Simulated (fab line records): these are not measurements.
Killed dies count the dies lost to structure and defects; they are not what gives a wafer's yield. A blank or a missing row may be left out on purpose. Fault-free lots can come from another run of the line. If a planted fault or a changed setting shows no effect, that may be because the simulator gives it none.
2 desks, one fault	flow gf180mcu	every desk sees just its own numbers, and what lay behind them comes last

DESK OF THE TOOL OWNER: pvd-sputter-04
The tool's own readings at GF_MIM_SPUTTER_02 (material AlCu, target thk 450 nm, time 23.9 s): means of the sampled wafers that have a number, for each lot that ran on this tool. If a lot's mean is further than 4 standard deviations from the usual mean, the lot is out of limits and carries the mark OUT (the distance appears in the brackets).
Columns: A = throttle-valve-pct at GF_MIM_SPUTTER_02, usual 30.2 %
lot	first seen here	A
L734	day 27 03:25	30.0
L738	day 28 08:30	28.8
This desk found nothing out of limits on any of the 2 lots.

AT THE METROLOGY DESK
Means of the sampled wafers that have a number, per lot and without regard to the tool the lot ran on: this is what the gauges read. If a lot's mean is further than 4 standard deviations from the usual mean, the lot is out of limits and carries the mark OUT (the distance appears in the brackets).
Columns: A = V4_W_RS at GF_V4_RS_MEAS_24, usual 0.328 ohm/sq; B = V4_W_THK at GF_V4_THK_MEAS_25, usual 361 nm
lot	first seen here	A	B
L727	day 24 20:04	0.325	368
L734	day 27 02:49	0.330	364
L738	day 28 07:55	0.326	368
L744	day 30 06:10	0.337	353
L747	day 31 00:01	0.329	361
This desk found nothing out of limits on any of the 5 lots.

TAKEN TOGETHER
The tool owner's desk saw nothing out of limits.
Nothing out of limits was seen by the metrology desk.

WHAT THE SIMULATOR PUT IN
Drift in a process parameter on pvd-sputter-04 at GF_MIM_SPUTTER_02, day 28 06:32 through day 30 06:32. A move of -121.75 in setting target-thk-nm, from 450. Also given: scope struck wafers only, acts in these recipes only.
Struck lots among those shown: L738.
